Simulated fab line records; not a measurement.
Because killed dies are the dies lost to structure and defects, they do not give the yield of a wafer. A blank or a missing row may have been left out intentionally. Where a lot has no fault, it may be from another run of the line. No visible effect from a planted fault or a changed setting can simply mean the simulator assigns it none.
One fault seen from 2 desks :: flow gf180mcu :: every desk sees just its own numbers, and what lay behind them comes last

== TOOL OWNER'S DESK, ilineStepper-02 ==
The tool's own readings at GF_HV_LDD_EXPOSE_28 (exposes mask Nplus HV AREA, target cd 400 nm): means of the sampled wafers that have a number, for each lot that ran on this tool. If a lot's mean is further than 4 standard deviations from the usual mean, the lot is out of limits and carries the mark OUT (the distance appears in the brackets).
Columns: A = exposureDoseMJCm2 at GF_HV_LDD_EXPOSE_28, usual 140.07
lot: L946
first seen here: day 10 23:06
A: 140.08

lot: L947
first seen here: day 11 04:43
A: 140.10

lot: L949
first seen here: day 11 21:59
A: 140.14

lot: L950
first seen here: day 12 02:55
A: 132.65 (-53) OUT

lot: L954
first seen here: day 13 22:13
A: 132.60 (-53) OUT
Finding of this desk: L950, L954 out of limits; the first was L950 at day 12 02:55, on exposureDoseMJCm2 at GF_HV_LDD_EXPOSE_28. L946, L947, L949: within limits.

== AT THE METROLOGY DESK ==
Lot by lot, what the gauges showed, no matter which tool ran the lot: averages of those sampled wafers that carry a number. If a lot's mean is further than 4 standard deviations from the usual mean, the lot is out of limits and carries the mark OUT (the distance appears in the brackets).
Columns: A = VT_IMPLANT_3_TW at GF_VT_IMPLANT_TW_MEAS_32, usual 270.6; B = MVPSD_RS at GF_VT_IMPLANT_RS_MEAS_49, usual 1170 ohm/sq; C = cdNm at GF_HV_LDD_CD_MEAS_31, usual 399.7 nm
lot: L946
first seen here: day 6 17:47
A: 270.0
B: 1172
C: 398.9

lot: L947
first seen here: day 6 22:56
A: 270.5
B: 1170
C: 398.3

lot: L948
first seen here: day 7 10:41
A: 273.4
B: 1161
C: 402.2

lot: L949
first seen here: day 7 13:33
A: 272.3
B: 1173
C: 399.4

lot: L950
first seen here: day 7 18:00
A: 271.6
B: 1167
C: 380.6 (-8.0) OUT

lot: L953
first seen here: day 8 21:05
A: 269.5
B: 1170
C: 399.0

lot: L954
first seen here: day 9 07:18
A: 270.1
B: 1175
C: 386.5 (-5.5) OUT

lot: L958
first seen here: day 10 12:50
A: 271.1
B: 1167
C: 399.1

lot: L959
first seen here: day 10 13:58
A: 270.7
B: 1172
C: 402.4

lot: L962
first seen here: day 11 11:35
A: 268.3
B: 1171
C: 402.4

lot: L963
first seen here: day 11 15:20
A: 271.8
B: 1169
C: 399.7

lot: L965
first seen here: day 12 01:59
A: 270.2
B: 1169
C: 399.6

lot: L968
first seen here: day 12 20:59
A: 270.5
B: 1169
C: 399.8
Finding of this desk: L950, L954 out of limits; the first was L950 at day 12 12:31, on cdNm at GF_HV_LDD_CD_MEAS_31. L946, L947, L948, L949, L953, L958, L959, L962, L963, L965, L968: within limits.

== BROUGHT TOGETHER ==
The tool owner's desk could have raised an alarm at day 12 02:55, on L950, L954.
The metrology desk could have raised an alarm at day 12 12:31, on L950, L954.
On ilineStepper-02, each named lot ran GF_HV_LDD_EXPOSE_28.

== WHAT HAD BEEN PUT IN BY THE SIMULATOR ==
Process parameters drifting: ilineStepper-02 at GF_HV_LDD_EXPOSE_28, beginning at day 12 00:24. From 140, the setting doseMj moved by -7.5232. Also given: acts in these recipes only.
Shown lots that were struck: L950, L954.
Counting hours from when the fault started, the first reading out of limits came at 3 for the tool owner's desk and at 12 for the metrology desk.
